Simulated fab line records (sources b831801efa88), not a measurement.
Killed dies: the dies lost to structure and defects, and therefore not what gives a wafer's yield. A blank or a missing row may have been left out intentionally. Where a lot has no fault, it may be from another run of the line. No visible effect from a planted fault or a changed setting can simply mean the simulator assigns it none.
Chamber matching + flow gf180mcu + 4 sister chambers for GF_V1_ETCH_16 on rie_diel-02
The step etches BARC in N2/H2. 8 wafers are shown with their chamber, then 10 later ones without.

== WAFERS, EACH WITH ITS CHAMBER ==
| wafer  | chamber | drypump_motor_current_A (A) | rf_fwd_power_W (W) |
|--------|---------|-----------------------------|--------------------|
| L085.6 | 0       | 5.9                         | 493.2              |
| L088.1 | 2       | 4.9                         | 492.8              |
| L088.3 | 1       | 5.7                         | 495.7              |
| L088.6 | 2       | 4.9                         | 496.9              |
| L091.3 | 1       | 5.6                         | 492.9              |
| L091.6 | 3       | 5.5                         | 496.1              |
| L092.3 | 3       | 5.5                         | 496.7              |
| L092.5 | 0       | 5.9                         | 491.9              |

== WAFERS MISSING THEIR CHAMBER ==
| wafer  | drypump_motor_current_A (A) | rf_fwd_power_W (W) |
|--------|-----------------------------|--------------------|
| L092.6 | 5.6                         | 495.9              |
| L094.1 | 4.9                         | 492.8              |
| L094.4 | 5.6                         | 496.4              |
| L094.5 | 5.5                         | 497.4              |
| L095.4 | 5.9                         | 492.1              |
| L095.5 | 5.6                         | 496.7              |
| L095.6 | 4.9                         | 494.6              |
| L097.1 | 5.5                         | 495.9              |
| L097.2 | 5.6                         | 496.6              |
| L097.3 | 4.9                         | 496.6              |

== WHICH CHAMBER EACH ONE RAN IN ==
| wafer  | from the rows above     | in truth |
|--------|-------------------------|----------|
| L092.6 | can't be placed: 1 or 3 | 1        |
| L094.1 | 2                       | 2        |
| L094.4 | can't be placed: 1 or 3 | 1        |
| L094.5 | 3                       | 3        |
| L095.4 | 0                       | 0        |
| L095.5 | can't be placed: 1 or 3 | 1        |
| L095.6 | 2                       | 2        |
| L097.1 | 3                       | 3        |
| L097.2 | can't be placed: 1 or 3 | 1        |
| L097.3 | 2                       | 2        |
6 of 10 placed correctly. Unplaceable from these rows: 4, with the true chamber sitting among the candidates in 4. 0 placed wrongly.
How it was worked out, from the rows above alone: a wafer's distance from a chamber is the root of the sum, over the readings, of the square of ((its reading less the chamber's mean) divided by the reading's scatter). If the next closest chamber is less than 2 further off than the closest, the wafer can't be placed; otherwise it belongs to the closest. A chamber's mean is the mean of its shown wafers. The scatter: the root of (the sum of the squares of (reading less its chamber's mean) over the shown wafers, divided by (wafers less chambers)).
